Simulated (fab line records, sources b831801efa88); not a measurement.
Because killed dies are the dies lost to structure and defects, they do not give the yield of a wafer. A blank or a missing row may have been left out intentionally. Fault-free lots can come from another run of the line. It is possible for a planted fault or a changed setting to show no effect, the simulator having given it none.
Which of the tools did it?    flow gf180mcu    12 lots, 36 wafers sampled, at 5 steps of a route of 602

== WHAT THE GAUGES READ, wafer by wafer ==
GF_MVPSD_OVL_MEAS_07.
lot   measured      on          MVPSD_OVL (nm)
L763  day 4 21:52   overlay-01  2.2 1.5 1.3
L765  day 5 11:07   overlay-02  -0.8 1.3 2.3
L768  day 6 05:18   overlay-01  -1.2 -1.1 -0.7
L769  day 6 11:43   overlay-02  0.8 -0.3 1.8
L774  day 7 16:52   overlay-01  0.8 0.5 0.3
L775  day 7 23:15   overlay-02  0.1 1.2 0.6
L778  day 8 20:26   overlay-02  1.7 3.2 2.4
L782  day 9 17:54   overlay-02  0.8 -0.5 2.8
L783  day 10 00:32  overlay-01  -1.5 -0.1 -1.2
L784  day 10 05:09  overlay-02  1.5 1.0 1.0
L785  day 10 12:03  overlay-01  -1.5 1.7 2.2
L786  day 10 21:33  overlay-02  0.3 0.5 0.0

GF_VT_IMPLANT_TW_MEAS_10.
lot   measured      on             VT_IMPLANT_TW
L763  day 5 12:19   film-metro-04  564 564 561
L765  day 6 02:19   film-metro-02  572 567 572
L768  day 6 21:16   film-metro-04  565 564 565
L769  day 7 03:50   film-metro-02  593 594 593
L774  day 8 10:37   film-metro-02  590 592 587
L775  day 8 16:15   film-metro-02  590 589 590
L778  day 9 14:14   film-metro-03  561 562 563
L782  day 10 12:38  film-metro-04  565 563 566
L783  day 10 18:14  film-metro-03  559 563 562
L784  day 10 23:41  film-metro-03  560 560 560
L785  day 11 06:46  film-metro-02  572 572 570
L786  day 11 16:12  film-metro-02  574 573 577

== WHICH TOOL RAN EACH LOT (tool, then ch and the chambers of the sampled wafers, then the start) ==
lot   GF_DNWELL_STRIP_08                   GF_MVSD_STRIP_10                      GF_VT_IMPLANT_IMPLANT_08
L763  plasma-asher-01 ch 1, day 2 18:58    plasma-asher-03 ch 0,1, day 4 08:15   implanter-04 ch 0, day 5 12:05
L765  plasma-asher-02 ch 0,1, day 3 05:43  plasma-asher-02 ch 0,1, day 4 21:42   implanter-03 ch 0, day 6 02:04
L768  plasma-asher-01 ch 0,1, day 3 21:22  plasma-asher-01 ch 0,1, day 5 15:03   implanter-03 ch 0, day 6 21:01
L769  plasma-asher-02 ch 0,1, day 4 02:01  plasma-asher-03 ch 0,1, day 5 20:29   implanter-03 ch 0, day 7 03:35
L774  plasma-asher-01 ch 0,1, day 5 03:56  plasma-asher-03 ch 0,1, day 7 00:49   implanter-03 ch 0, day 8 10:24
L775  plasma-asher-04 ch 0,1, day 5 08:58  plasma-asher-01 ch 0,1, day 7 07:11   implanter-03 ch 0, day 8 16:00
L778  plasma-asher-02 ch 0,1, day 6 03:31  plasma-asher-01 ch 0,1, day 8 04:05   implanter-02 ch 0, day 9 13:59
L782  plasma-asher-04 ch 0, day 6 23:25    plasma-asher-03 ch 0,1, day 9 01:26   implanter-04 ch 0, day 10 12:23
L783  plasma-asher-02 ch 0,1, day 7 04:56  plasma-asher-03 ch 0,1, day 9 07:14   implanter-02 ch 0, day 10 17:59
L784  plasma-asher-02 ch 0,1, day 7 09:46  plasma-asher-01 ch 0, day 9 12:14     implanter-02 ch 0, day 10 23:26
L785  plasma-asher-01 ch 0,1, day 7 14:47  plasma-asher-02 ch 0,1, day 9 17:55   implanter-03 ch 0, day 11 06:33
L786  plasma-asher-01 ch 0,1, day 7 21:23  plasma-asher-02 ch 0,1, day 10 03:41  implanter-03 ch 0, day 11 15:57
- GF_DNWELL_STRIP_08: strips in O2/N2.
- GF_MVSD_STRIP_10: strips in O2/N2.
- GF_VT_IMPLANT_IMPLANT_08

== WHAT THE TOOLS THEMSELVES READ (means of the sampled wafers that have a number; where no wafer has one, the mark that the record gives instead) ==
GF_DNWELL_STRIP_08.
lot   tool             chamber-pressure-mTorr (mTorr)  drypump-motor-current-A (A)  heater-power-w (W)  oes-product-au (a.u.)  platen-temp-c (C)  strip-time-to-endpoint-s (s)
L763  plasma-asher-01  1499.5                          5.8                          354                 0.723                  249.73             36.91
L765  plasma-asher-02  1501.0                          6.0                          374                 0.723                  249.85             36.90
L768  plasma-asher-01  1499.3                          5.8                          346                 0.722                  250.03             36.97
L769  plasma-asher-02  1499.3                          5.9                          377                 0.725                  250.03             37.10
L774  plasma-asher-01  1499.1                          5.7                          336                 0.724                  249.98             37.01
L775  plasma-asher-04  1501.2                          5.2                          341                 0.722                  249.82             37.13
L778  plasma-asher-02  1498.5                          6.1                          397                 0.727                  249.92             36.89
L782  plasma-asher-04  1500.9                          5.1                          321                 0.721                  249.84             37.02
L783  plasma-asher-02  1501.6                          6.1                          398                 0.721                  249.86             37.00
L784  plasma-asher-02  1499.8                          6.2                          399                 0.720                  249.96             37.06
L785  plasma-asher-01  1500.4                          5.8                          344                 0.722                  250.03             36.90
L786  plasma-asher-01  1500.4                          5.7                          340                 0.724                  250.10             36.95

GF_MVSD_STRIP_10.
lot   tool             chamber-pressure-mTorr (mTorr)  drypump-motor-current-A (A)  heater-power-w (W)  oes-product-au (a.u.)  platen-temp-c (C)  strip-time-to-endpoint-s (s)
L763  plasma-asher-03  1499.1                          5.6                          305                 0.722                  249.81             36.98
L765  plasma-asher-02  1500.6                          6.1                          392                 0.724                  249.87             36.85
L768  plasma-asher-01  1499.4                          5.8                          345                 0.722                  249.78             36.87
L769  plasma-asher-03  1500.6                          6.0                          315                 0.719                  250.02             37.03
L774  plasma-asher-03  1500.4                          6.0                          312                 0.727                  249.95             37.04
L775  plasma-asher-01  1501.3                          5.7                          349                 0.726                  250.02             37.02
L778  plasma-asher-01  1501.4                          5.7                          339                 0.722                  250.03             37.14
L782  plasma-asher-03  1499.8                          6.0                          313                 0.721                  249.96             37.11
L783  plasma-asher-03  1500.9                          5.6                          294                 0.728                  250.16             37.02
L784  plasma-asher-01  1501.0                          5.6                          339                 0.724                  249.92             37.01
L785  plasma-asher-02  1500.4                          6.0                          375                 0.718                  249.89             36.91
L786  plasma-asher-02  1500.0                          6.1                          394                 0.727                  249.99             37.02

GF_VT_IMPLANT_IMPLANT_08.
lot   tool          beam-energy-keV
L763  implanter-04  20.005
L765  implanter-03  20.000
L768  implanter-03  19.990
L769  implanter-03  22.671
L774  implanter-03  22.667
L775  implanter-03  22.674
L778  implanter-02  19.995
L782  implanter-04  20.002
L783  implanter-02  19.991
L784  implanter-02  20.004
L785  implanter-03  19.997
L786  implanter-03  19.991

== THE ANSWER, worked out from the rows above alone ==
Rule: what is usual is taken from the lots themselves. The widest of any qualifying gaps counts: lots, ordered by their means at a reading, are off when they make up no more than a third of the lots, leave a main group of 4 or more, and stand apart from it by 3 or more times the standard deviation of that group's means. If all means in a main group match to the digits the tables above print for the reading, that group is not used. Also off: a lot with no number at a reading for which 4 or more lots have one. The other lots that the step has rows for count as sound. The gauges are gone through in route order, then the tools' own readings, and for those a lot's mean is taken as printed above. The first step at which some lot is off is used, and at that step the reading that is off furthest; a lot without a number counts as furthest.
Off: at GF_VT_IMPLANT_TW_MEAS_10 (VT_IMPLANT_TW), L769, L774, L775. Main group: mean 566, sd 4.8.
A tool fits if, at a process step before that reading, it ran every lot that is off, and no sound lot after the first of them. Not tried: the gauges at GF_VT_IMPLANT_TW_MEAS_10; whatever is off there is also off at GF_VT_IMPLANT_IMPLANT_08, on other tools, and gauge error can't account for it. No candidate that was tried fits.

== WHAT WAS PUT IN BY THE SIMULATOR ==
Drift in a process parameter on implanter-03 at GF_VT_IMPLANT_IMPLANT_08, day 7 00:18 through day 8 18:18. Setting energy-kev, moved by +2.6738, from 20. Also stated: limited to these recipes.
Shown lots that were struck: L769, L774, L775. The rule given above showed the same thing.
